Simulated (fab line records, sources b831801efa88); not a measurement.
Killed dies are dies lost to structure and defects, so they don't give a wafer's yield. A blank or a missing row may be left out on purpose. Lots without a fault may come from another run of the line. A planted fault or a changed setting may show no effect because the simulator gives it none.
Which tool did it? | flow gf180mcu | 7 lots, 21 wafers sampled, at 1 step of a route of 602

WHAT THE GAUGES READ, wafer by wafer
GF_STI_THK_MEAS_30.
lot  | measured    | on            | STI_OXIDATION_02_THK (nm)
L586 | day 3 02:29 | film_metro-02 | 10.22 10.30 10.32
L588 | day 3 15:52 | film_metro-04 | 10.11 10.21 10.17
L591 | day 4 03:13 | film_metro-02 | 10.04 10.20 10.48
L594 | day 4 20:26 | film_metro-04 | 9.90 9.84 9.82
L601 | day 6 09:12 | film_metro-01 | 10.04 9.96 9.92
L603 | day 6 18:57 | film_metro-02 | 10.23 10.31 10.04
L605 | day 7 06:26 | film_metro-02 | 9.82 10.15 10.05

WHICH TOOL RAN EACH LOT (tool, then ch and the chambers of the sampled wafers, then the start)
The record holds no process step before these readings.

THE ANSWER, worked out from the rows above alone
Rule: what is usual is taken from the lots themselves. Put in order of their means at a reading, lots are off if they are a third of the lots or fewer, leave a main group of 4 or more, and stand apart from it by a gap of 3 or more times the standard deviation of the main group's means; of several such gaps the widest counts. A main group whose means are all the same, to the digits that the tables above print for the reading, isn't used. A lot without any number at a reading at which 4 lots or more have one is off too. The other lots that the step has rows for count as sound.
No lot is off at any reading shown: from this, nothing can be told.

WHAT THE SIMULATOR HAD PUT IN
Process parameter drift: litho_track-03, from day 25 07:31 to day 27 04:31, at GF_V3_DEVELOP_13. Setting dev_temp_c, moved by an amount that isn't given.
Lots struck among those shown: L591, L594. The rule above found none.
